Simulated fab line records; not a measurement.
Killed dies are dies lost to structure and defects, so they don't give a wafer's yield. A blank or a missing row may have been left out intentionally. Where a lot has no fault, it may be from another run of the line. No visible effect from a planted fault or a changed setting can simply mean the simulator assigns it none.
A lot that was struck, set against a sound lot | flow sky130 | 15 out of 708 route steps
Sound: the wafers L225.3, L225.5, L225.6. Struck: wafer L223.4 (L223.1, L223.3, from the same lot, were not struck and are left out); the cause is given at the end.
Each step with rows lists, per side, the tool, then ch with its chambers, then its first start. Under that, the readings that differ: sound wafers | struck wafers | difference of the means | sigmas: that difference in standard deviations of wafers without a fault.
alike: words and numbers the same on both sides, and readings whose means are apart by under 2 such deviations; not compared: readings that were withheld, readings missing a value for some wafer, numbers with overlapping values and no deviation given by the record, and bounds like >300 which may hide the same value.
A row with sigmas, a row that says differs or no value, or rows on one side alone: a step with any of these is where the two part. Non-overlapping numbers with no deviation appear without sigmas and do not part them. A reading that every wafer of one side lacks parts them only if that side has two wafers or more.

first, 1 step without rows for these wafers: SKY_LDD_P_IMPLANT_09.
SKY_LDD_P_STRIP_10: strips in O2/N2.
  sound on plasma asher-04 ch 0,1, day 25 16:40; struck on plasma asher-02 ch 1, day 25 04:02
  alike: drypump motor current A, oes product au, strip time to endpoint s
  not compared: rf hours counter h
SKY_LDD_P_TW_MEAS_11:
  sound on film metro-01, day 25 16:44; struck on film metro-02, day 25 04:08
  alike: LDD_P_TW
then, 7 steps without rows for these wafers: SKY_LDD_HVN_DEHYDRATE_00 (time 60 s); SKY_LDD_HVN_HMDS_01 (prime time 60 s); SKY_LDD_HVN_COAT_02 (resist thk 300 nm); SKY_LDD_HVN_SOFTBAKE_03 (time 60 s); SKY_LDD_HVN_EXPOSE_04 (exposes mask HVNTM, target cd 700 nm); SKY_LDD_HVN_PEB_05; SKY_LDD_HVN_DEVELOP_06 (develop time 60 s).
SKY_LDD_HVN_OVL_MEAS_07:
  sound on overlay-01, day 26 22:02; struck on overlay-01, day 26 09:17
  alike: LDD_HVN_OVL
next, for these wafers, 1 step has no rows: SKY_LDD_HVN_IMPLANT_08.
SKY_LDD_HVN_STRIP_09: strips in O2/N2.
  sound on plasma asher-01 ch 0,1, day 26 22:14; struck on plasma asher-03 ch 0, day 26 09:29
  reading                      | sound             | struck | difference | sigmas
  strip time to endpoint s (s) | 4.139 4.115 4.125 | 4.380  | +0.254     | +18
  alike: drypump motor current A, oes product au
  not compared: rf hours counter h
SKY_LDD_HVN_TW_MEAS_10:
  sound on film metro-01, day 26 22:19; struck on film metro-02, day 26 09:35
  alike: LDD_HVN_TW
-- a jump in the record: the struck wafers' starts before and after are 24 days apart (it breaks off in module LDD_HVN and resumes in module PAD_OPEN, where the first step shown is number 708 of the route) --
SKY_PAD_OPEN_PROBE_99:
  sound on prober-01, day 50 08:31; struck on prober-02, day 50 00:31
  alike: killed_at_M0_to_M3, killed_at_M4_up, killed at contacts, killed at front end, killed at other, killed dies, killed open, killed short

WHERE THEY PART
Within this record, at SKY_LDD_HVN_STRIP_09 only. Later steps at which nothing parts them and some readings are alike: SKY_LDD_HVN_TW_MEAS_10, SKY_PAD_OPEN_PROBE_99.

WHY: what the simulator had put in
plasma asher-03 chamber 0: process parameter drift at SKY_LDD_HVN_STRIP_09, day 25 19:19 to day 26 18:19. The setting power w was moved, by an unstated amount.
